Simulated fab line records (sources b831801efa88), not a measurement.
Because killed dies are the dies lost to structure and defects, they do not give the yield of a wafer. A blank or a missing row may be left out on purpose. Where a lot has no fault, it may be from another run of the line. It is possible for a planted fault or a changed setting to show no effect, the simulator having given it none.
fab line records	flow sky130
record lots=5	wafers=15	last-day=50
route steps=708 shown VIA4@651 METAL5@661 PAD_OPEN@708
lots with no fault: from the same line, run without faults
start-h: start of the lot's first displayed wafer, in hours after the record's first day	wait-h: hours from the lot's prior step to this one	" same as the row above	L1.1+2: a single row standing in for several wafers	- value missing, or start not given	* or withheld: withheld	< > ~ a bound
route shown NAME@n: names a module that has steps shown in the file, with the first one's number in the route	usual: the fault-free wafers' mean and standard deviation	same: alike in all rows	chamber/n: place in a boat	sites: readings site by site	_std_site: standard deviation of those values	_edge_site: mean of outer sites minus mean of inner sites	radius-mm: for every site, how far away it sits from the centre of the wafer	mask NAME#n: copy n	behind: the most recent tool/chamber to have shaped the wafer	hold: why the lot went on hold/how many hours it stayed there/how the hold came to an end	device: which transistor (n, p or np) failed to switch	end of line: the route-end tests of the same wafers	a step with no rows: only its recipe	killed: count of dies lost to structure and defects at first sort (not the wafer's yield)	map: per-die view of a wafer (x killed, . not killed, _ where there is no die)
set.NAME: the setting that was run; set.NAME@STEP: the one run at that earlier step	model.NAME: the simulator's own value behind a step, which no gauge read
lots seen at some steps along the route; tables by step, rows by wafer
services: a tool's chamber out of use, with start hour (start-h, from the record's first day; less than 0 if before it), hours out, and reason
## steps
# step SKY_VIA4_ETCH_12
# recipe target=SiO2	chemistry=C4F8/O2/Ar	stop-on=TiN	mask-material=NOVOLAK	source-w=1500	bias-w=1200	pressure-mtorr=40	c4f8-flow-sccm=withheld	O2_flow_sccm=6	Ar_flow_sccm=300	time-s=withheld	target-depth-a=5800
# usual oes-product-au=0.926/0.0048
lot.wafer	tool	chamber	start-h	wait-h	oes-product-au
L310.2	rie-diel-02	3	1027.24	0.0	0.924
L310.3	"	0	"	"	0.931
L310.6	"	2	"	"	0.921
L314.2	rie-diel-01	0	1044.44	0.0	0.925
L314.5	"	1	"	"	0.923
L314.6	"	2	"	"	0.928
L318.1	rie-diel-03	1	1078.56	0.0	0.921
L318.5	"	1	"	"	0.932
L318.6	"	3	"	"	0.921
L326.2	rie-diel-02	2	1140.81	0.0	0.916
L326.3	"	1	"	"	0.928
L326.5	"	1	"	"	0.935
L328.4	rie-diel-03	2	1151.01	0.0	0.929
L328.5	"	1	"	"	0.930
L328.6	"	2	"	"	0.922
# step SKY_VIA4_STRIP_13
# recipe chemistry=O2/N2	power-w=1400	pressure-mtorr=1500	platen-temp-c=withheld	o2-flow-sccm=3000	n2-flow-sccm=300	overash-fraction=0.5
# step SKY_VIA4_STRIP_14
# recipe chemistry=post-etch-residue-remover	time-s=1200	temp-c=72.5
# step SKY_VIA4_CLEAN_15
# recipe chemistry=IPA	time-s=180	temp-c=25
# step SKY_VIA4_CLEAN_16
# recipe chemistry=O3/DIW	dry=n2-spin
# step SKY_VIA4_SPUTTER_17
# recipe material=TiN	target-thk-nm=20	chamber-pressure-pa=5	power-w=4000	time-s=80
# usual throttle-valve-pct=29.8/1.1
lot.wafer	tool	chamber	start-h	wait-h	throttle-valve-pct
L310.2	pvd-sputter-03	-	1027.94	0.0	28.8
L310.3	"	-	"	"	29.2
L310.6	"	-	"	"	29.1
L314.2	pvd-sputter-02	-	1045.14	0.0	31.2
L314.5	"	-	"	"	31.1
L314.6	"	-	"	"	28.7
L318.1	pvd-sputter-01	-	1079.23	0.0	31.0
L318.5	"	-	"	"	28.8
L318.6	"	-	"	"	31.1
L326.2	pvd-sputter-01	-	1141.52	0.0	28.8
L326.3	"	-	"	"	29.6
L326.5	"	-	"	"	29.6
L328.4	pvd-sputter-02	-	1151.71	0.0	28.9
L328.5	"	-	"	"	31.0
L328.6	"	-	"	"	28.8
# step SKY_VIA4_CVD_18
# recipe material=W	target-thk-nm=505	time-s=152.14	temp-c=400	pressure-torr=40
# usual heater-power-w=776/36
lot.wafer	tool	chamber	start-h	wait-h	heater-power-w
L310.2	cvd-w-02	1	1028.00	0.0	804
L310.3	"	0	"	"	747
L310.6	"	0	"	"	738
L314.2	cvd-w-02	1	1045.20	0.0	813
L314.5	"	0	"	"	767
L314.6	"	1	"	"	790
L318.1	cvd-w-02	1	1079.29	0.0	794
L318.5	"	1	"	"	788
L318.6	"	0	"	"	771
L326.2	cvd-w-01	1	1141.58	0.0	806
L326.3	"	0	"	"	723
L326.5	"	1	"	"	836
L328.4	cvd-w-02	1	1151.82	0.1	811
L328.5	"	1	"	"	792
L328.6	"	0	"	"	745
# step SKY_VIA4_RS_MEAS_19
# recipe thk-meas-gauge=four-point-probe	reads=W_of_VIA4_CVD_18+TiN_of_VIA4_SPUTTER_17
# usual VIA4_W_RS=0.227/0.0031
lot.wafer	tool	chamber	start-h	wait-h	VIA4_W_RS[ohm/sq]
L310.2	film-metro-01	-	1028.17	0.1	0.229
L310.3	"	-	"	"	0.224
L310.6	"	-	"	"	0.227
L314.2	film-metro-03	-	1045.38	0.1	0.224
L314.5	"	-	"	"	0.226
L314.6	"	-	"	"	0.228
L318.1	film-metro-03	-	1079.44	0.1	0.229
L318.5	"	-	"	"	0.227
L318.6	"	-	"	"	0.225
L326.2	film-metro-01	-	1141.75	0.1	0.230
L326.3	"	-	"	"	0.231
L326.5	"	-	"	"	0.229
L328.4	film-metro-01	-	1151.98	0.1	0.225
L328.5	"	-	"	"	0.226
L328.6	"	-	"	"	0.222
# step SKY_VIA4_THK_MEAS_20
# recipe thk-meas-gauge=xrf	reads=W_of_VIA4_CVD_18
# usual VIA4_W_THK=495/8.4
lot.wafer	tool	chamber	start-h	wait-h	VIA4_W_THK[nm]
L310.2	film-metro-01	-	1028.28	0.1	491
L310.3	"	-	"	"	502
L310.6	"	-	"	"	497
L314.2	film-metro-03	-	1045.49	0.1	497
L314.5	"	-	"	"	491
L314.6	"	-	"	"	487
L318.1	film-metro-03	-	1079.56	0.1	488
L318.5	"	-	"	"	490
L318.6	"	-	"	"	493
L326.2	film-metro-01	-	1141.86	0.1	486
L326.3	"	-	"	"	483
L326.5	"	-	"	"	493
L328.4	film-metro-01	-	1152.07	0.1	499
L328.5	"	-	"	"	497
L328.6	"	-	"	"	504
# step SKY_VIA4_CMP_21
# recipe stop-on=SiO2	t-overpolish-s=25	down-force-psi=3.5	platen-rpm=60	target-thk-nm=0	pad-velocity-m-s=0.94248
# usual motor-current-A=11.1/1.5	overpolish-run-s=25.000/0.0099	retaining-ring-pressure-frac=1.000/0.0055	time-to-endpoint-s=124/5.2
lot.wafer	tool	chamber	start-h	wait-h	motor-current-A	overpolish-run-s	retaining-ring-pressure-frac	time-to-endpoint-s
L310.3	cmp-01	3	1028.33	0.0	9.0	24.987	1.000	120
L310.2	"	1	"	"	12.4	25.001	0.989	118
L310.6	"	3	"	"	8.4	25.003	0.997	114
L314.2	cmp-02	3	1045.64	0.1	10.2	25.007	0.996	128
L314.6	"	1	"	"	12.9	25.009	1.000	126
L314.5	"	2	"	"	10.6	24.996	1.007	128
L318.1	cmp-01	2	1079.62	0.1	14.2	24.994	1.005	125
L318.5	"	2	"	"	13.7	25.007	1.003	120
L318.6	"	3	"	"	8.9	24.982	1.005	126
L326.3	cmp-02	1	1141.96	0.1	11.8	25.002	1.004	117
L326.2	"	3	"	"	10.8	24.998	1.002	121
L326.5	"	1	"	"	12.0	25.011	0.995	122
L328.4	cmp-02	0	1152.25	0.2	10.6	24.994	1.010	123
L328.5	"	1	"	"	12.1	25.021	1.007	122
L328.6	"	2	"	"	10.6	24.984	0.988	124
# step SKY_METAL5_SPUTTER_00
# recipe material=Ti	target-thk-nm=15	power-w=3000	time-s=10	chamber-pressure-pa=0.4
# step SKY_METAL5_SPUTTER_01
# recipe material=TiN	target-thk-nm=20	power-w=6500	time-s=16.7	chamber-pressure-pa=0.4
# usual throttle-valve-pct=30.0/1
lot.wafer	tool	chamber	start-h	wait-h	throttle-valve-pct
L310.2	pvd-sputter-04	-	1028.65	0.0	31.0
L310.3	"	-	"	"	30.8
L310.6	"	-	"	"	30.5
L314.2	pvd-sputter-04	-	1045.86	0.0	29.5
L314.5	"	-	"	"	29.5
L314.6	"	-	"	"	30.8
L318.1	pvd-sputter-03	-	1079.94	0.0	28.8
L318.5	"	-	"	"	28.9
L318.6	"	-	"	"	29.2
L326.2	pvd-sputter-04	-	1142.23	0.0	31.0
L326.3	"	-	"	"	29.4
L326.5	"	-	"	"	31.3
L328.4	pvd-sputter-02	-	1152.43	0.0	28.5
L328.5	"	-	"	"	31.0
L328.6	"	-	"	"	28.4
# step SKY_METAL5_SPUTTER_02
# recipe material=AlCu	target-thk-nm=1150	power-w=10600	time-s=61.2	chamber-pressure-pa=0.4
# usual throttle-valve-pct=30.0/1
lot.wafer	tool	chamber	start-h	wait-h	throttle-valve-pct	model.AlCu_of_METAL5_SPUTTER_02.thk-nm
L310.2	pvd-sputter-04	-	1028.68	0.0	31.1	1142
L310.3	"	-	"	"	30.4	1160
L310.6	"	-	"	"	30.5	1159
L314.2	pvd-sputter-04	-	1045.88	0.0	30.0	1147
L314.5	"	-	"	"	29.7	1151
L314.6	"	-	"	"	31.2	1130
L318.1	pvd-sputter-03	-	1079.97	0.0	29.0	1161
L318.5	"	-	"	"	29.1	1155
L318.6	"	-	"	"	29.0	1162
L326.2	pvd-sputter-04	-	1142.26	0.0	30.8	1130
L326.3	"	-	"	"	29.7	1128
L326.5	"	-	"	"	30.8	1179
L328.4	pvd-sputter-02	-	1152.45	0.0	28.7	1132
L328.5	"	-	"	"	31.0	1139
L328.6	"	-	"	"	28.8	1132
# step SKY_METAL5_SPUTTER_03
# recipe material=Ti	target-thk-nm=5	power-w=3000	time-s=3.3	chamber-pressure-pa=0.4
# step SKY_PAD_OPEN_PROBE_99
# usual defect-limited-yield=82.2/2.1	killed_at_M0_to_M3=44/7.4	killed_at_M4_up=3.1/1.8	killed-at-contacts=25/6	killed-at-front-end=15/4.4	killed-at-other=0.3/0.49	killed-dies=88/10	killed-open=48/7.4	killed-short=39/6.3	sort_bin_3_pad_short=0.9/0.4	sort_bin_5_function=10.5/1.5	sort_bin_6_memory=6.5/1.3	sort-n-pass=404/10	sort-yield-pct=82.2/2.1
# same gross-dies=492	killed-at-back-side=0	sort_bin_4_leakage[%]=0	sort_bin_8_speed[%]=0
lot.wafer	tool	chamber	start-h	wait-h	defect-limited-yield[%]	killed_at_M0_to_M3	killed_at_M4_up	killed-at-contacts	killed-at-front-end	killed-at-other	killed-dies	killed-open	killed-short	sort_bin_3_pad_short[%]	sort_bin_5_function[%]	sort_bin_6_memory[%]	sort-n-pass	sort-yield-pct[%]	model.etest.met5.rs-ohm-sq	model.etest.met5.line-ohm-um
L310.2	prober-01	-	1097.95	0.1	79.9	47	2	24	26	0	99	58	41	1.2	11.4	7.5	393	79.9	0.02746	0.0172
L310.3	prober-01	-	1098.00	0.2	83.3	50	4	15	13	0	82	42	40	0.8	10.6	5.3	410	83.3	0.02703	0.01685
L310.6	prober-01	-	1098.15	0.2	77.8	56	1	34	18	0	109	57	52	2.2	10.4	9.6	383	77.8	0.0268	0.01671
L314.2	prober-02	-	1113.22	0.1	84.1	47	4	10	17	0	78	48	30	0.4	8.5	6.9	414	84.1	0.02723	0.01679
L314.5	prober-02	-	1113.37	0.2	81.1	57	1	25	9	1	93	49	43	0.8	11.6	6.5	399	81.1	0.02712	0.01691
L314.6	prober-02	-	1113.42	0.2	81.3	43	2	35	12	0	92	53	39	0.4	11.6	6.7	400	81.3	0.02761	0.01703
L318.1	prober-01	-	1144.26	0.1	80.9	52	3	24	15	0	94	49	45	0.4	11.8	6.9	398	80.9	0.02704	0.01684
L318.5	prober-01	-	1144.46	0.2	81.7	49	2	23	15	1	90	53	37	0.6	11.8	5.9	402	81.7	0.02693	0.01671
L318.6	prober-01	-	1144.51	0.2	83.5	38	4	24	15	0	81	45	36	1.2	10.0	5.3	411	83.5	0.02702	0.01683
L326.2	prober-01	-	1199.21	0.1	82.5	44	4	23	15	0	86	43	42	1.4	9.3	6.7	406	82.5	0.0276	0.01713
L326.3	prober-01	-	1199.26	0.2	82.7	37	3	27	18	0	85	42	42	1.0	9.8	6.5	407	82.7	0.02798	0.01741
L326.5	prober-01	-	1199.36	0.2	81.3	43	0	30	18	1	92	53	38	0.4	10.8	7.5	400	81.3	0.02645	0.01648
L328.4	prober-01	-	1207.27	0.2	84.8	31	1	25	18	0	75	40	35	0.8	11.2	3.3	417	84.8	0.02779	0.01732
L328.5	prober-01	-	1207.32	0.2	82.5	48	3	19	15	1	86	49	37	0.8	13.2	3.5	406	82.5	0.02751	0.01717
L328.6	prober-01	-	1207.37	0.2	82.9	33	4	33	13	1	84	47	37	1.0	10.0	6.1	408	82.9	0.02781	0.01742
# killed by level:class
L310.2 CONTACT:geometric-particle:open=11 VIA3:geometric-particle:open=10 LI_CONTACT:geometric-particle:open=9 FIELD_ISO:geometric-particle:short=8 VIA1:geometric-particle:open=8 POLY_GATE:geometric-particle:open=7 VIA1:geometric-particle:short=7 POLY_GATE:geometric-particle:short=5
L310.3 VIA1:geometric-particle:open=10 METAL1:geometric-particle:short=9 VIA3:geometric-particle:open=7 VIA2:geometric-particle:open=5 FIELD_ISO:geometric-particle:open=4 VIA1:geometric-particle:short=4 CONTACT:geometric-particle:short=4 POLY_GATE:geometric-particle:open=3
L310.6 VIA1:geometric-particle:open=16 CONTACT:geometric-particle:open=11 LOCAL_INTERCONNECT:geometric-particle:short=10 VIA3:geometric-particle:open=9 METAL2:geometric-particle:short=8 LI_CONTACT:geometric-particle:open=7 METAL1:geometric-particle:short=7 POLY_GATE:geometric-particle:short=6
L314.2 VIA1:geometric-particle:open=11 VIA3:geometric-particle:open=9 FIELD_ISO:geometric-particle:open=6 METAL2:geometric-particle:short=6 FIELD_ISO:geometric-particle:short=5 POLY_GATE:geometric-particle:open=5 VIA2:geometric-particle:open=5 LI_CONTACT:geometric-particle:open=4
L314.5 VIA1:geometric-particle:open=16 VIA2:geometric-particle:open=10 CONTACT:geometric-particle:open=9 METAL2:geometric-particle:short=7 VIA1:geometric-particle:short=6 LI_CONTACT:geometric-particle:open=5 VIA2:geometric-particle:short=5 LI_CONTACT:geometric-particle:short=4
L314.6 LI_CONTACT:geometric-particle:open=14 VIA3:geometric-particle:open=11 CONTACT:geometric-particle:open=7 VIA1:geometric-particle:open=5 CONTACT:geometric-particle:short=5 VIA2:geometric-particle:open=5 FIELD_ISO:geometric-particle:open=4 LI_CONTACT:geometric-particle:short=4
L318.1 VIA1:geometric-particle:open=13 CONTACT:geometric-particle:open=9 METAL2:geometric-particle:short=6 VIA2:geometric-particle:open=6 VIA1:geometric-particle:short=6 POLY_GATE:geometric-particle:short=5 LI_CONTACT:geometric-particle:open=5 LOCAL_INTERCONNECT:geometric-particle:short=5
L318.5 VIA2:geometric-particle:open=13 VIA1:geometric-particle:open=12 LI_CONTACT:geometric-particle:open=9 VIA1:geometric-particle:short=6 FIELD_ISO:geometric-particle:open=5 POLY_GATE:geometric-particle:short=5 CONTACT:geometric-particle:open=5 METAL2:geometric-particle:short=5
L318.6 LI_CONTACT:geometric-particle:open=8 CONTACT:geometric-particle:open=8 VIA3:geometric-particle:open=8 METAL1:geometric-particle:short=5 METAL2:geometric-particle:short=5 FIELD_ISO:geometric-particle:open=4 POLY_GATE:geometric-particle:short=4 METAL3:geometric-particle:short=4
L326.2 VIA1:geometric-particle:open=9 VIA3:geometric-particle:open=9 POLY_GATE:geometric-particle:short=6 LOCAL_INTERCONNECT:geometric-particle:short=6 VIA2:geometric-particle:short=5 VIA2:geometric-particle:open=5 LI_CONTACT:geometric-particle:open=4 CONTACT:geometric-particle:short=4
L326.3 POLY_GATE:geometric-particle:open=8 VIA2:geometric-particle:open=8 LI_CONTACT:geometric-particle:open=7 CONTACT:geometric-particle:open=7 VIA1:geometric-particle:short=6 CONTACT:geometric-particle:short=6 FIELD_ISO:geometric-particle:short=5 METAL1:geometric-particle:short=5
L326.5 CONTACT:geometric-particle:open=16 VIA1:geometric-particle:open=9 METAL1:geometric-particle:short=7 VIA2:geometric-particle:open=7 FIELD_ISO:geometric-particle:short=5 LI_CONTACT:geometric-particle:open=5 CONTACT:geometric-particle:short=5 VIA2:geometric-particle:short=5
L328.4 CONTACT:geometric-particle:open=10 FIELD_ISO:geometric-particle:open=8 CONTACT:geometric-particle:short=7 METAL3:geometric-particle:short=6 LI_CONTACT:geometric-particle:open=5 VIA1:geometric-particle:open=5 METAL1:geometric-particle:short=5 FIELD_ISO:geometric-particle:short=4
L328.5 VIA1:geometric-particle:open=10 METAL1:geometric-particle:short=7 VIA3:geometric-particle:open=7 POLY_GATE:geometric-particle:open=6 VIA2:geometric-particle:open=6 FIELD_ISO:geometric-particle:open=5 VIA2:geometric-particle:short=5 CONTACT:geometric-particle:short=5
L328.6 CONTACT:geometric-particle:open=14 LI_CONTACT:geometric-particle:open=8 METAL2:geometric-particle:short=7 VIA1:geometric-particle:short=6 VIA1:geometric-particle:open=6 VIA2:geometric-particle:open=4 METAL4:geometric-particle:short=4 FIELD_ISO:geometric-particle:open=3
## services
tool	chamber	start-h	hours	kind
cmp-02	-	1018.53	4.6	pm
pvd-sputter-03	-	1019.39	1.4	repair
pvd-sputter-02	0	1022.73	-	consumable-replace:kit
pvd-sputter-01	-	1035.19	10.1	repair
rie-diel-01	-	1037.64	4.3	pm
pvd-sputter-04	0	1044.09	-	consumable-replace:kit
pvd-sputter-04	0	1044.09	18.0	scheduled-down
pvd-sputter-04	0	1044.09	18.0	vent-cycle
pvd-sputter-01	-	1051.10	7.3	repair
pvd-sputter-03	-	1056.67	3.3	repair
pvd-sputter-01	-	1058.87	0.6	repair
cvd-w-01	-	1082.22	2.8	pm
cmp-02	-	1084.04	4.0	pm
rie-diel-01	1	1084.37	7.1	repair
cvd-w-01	0	1085.39	18.1	repair
pvd-sputter-01	-	1099.19	1.9	repair
cmp-02	-	1099.50	0.8	repair
cvd-w-01	-	1105.39	0.5	repair
cmp-01	-	1110.06	5.3	pm
pvd-sputter-04	3	1129.91	-	consumable-replace:kit
pvd-sputter-04	3	1129.91	18.0	scheduled-down
pvd-sputter-04	3	1129.91	18.0	vent-cycle
rie-diel-02	0	1132.02	8.6	repair
pvd-sputter-01	-	1146.68	7.4	repair
## key
first-sign none at tools or gauges
model-effect step=SKY_METAL5_SPUTTER_02	value=AlCu_of_METAL5_SPUTTER_02.thk-nm	without=1123	struck=1179
model-effect step=SKY_PAD_OPEN_PROBE_99	value=etest.met5.rs-ohm-sq	without=0.02778	struck=0.02645
met-at SKY_METAL5_SPUTTER_02
struck-wafers L326.5
onset-between 1045.88 1142.26
fault kind=process-parameter-drift	tool=pvd-sputter-04	chamber=-	onset-h=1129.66	steps=SKY_METAL5_SPUTTER_02	channel=target-thk-nm	offset=56.111	shape=step	end-h=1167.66	scope=struck-wafers-only	acts-in=these-recipes-only	stated=1150
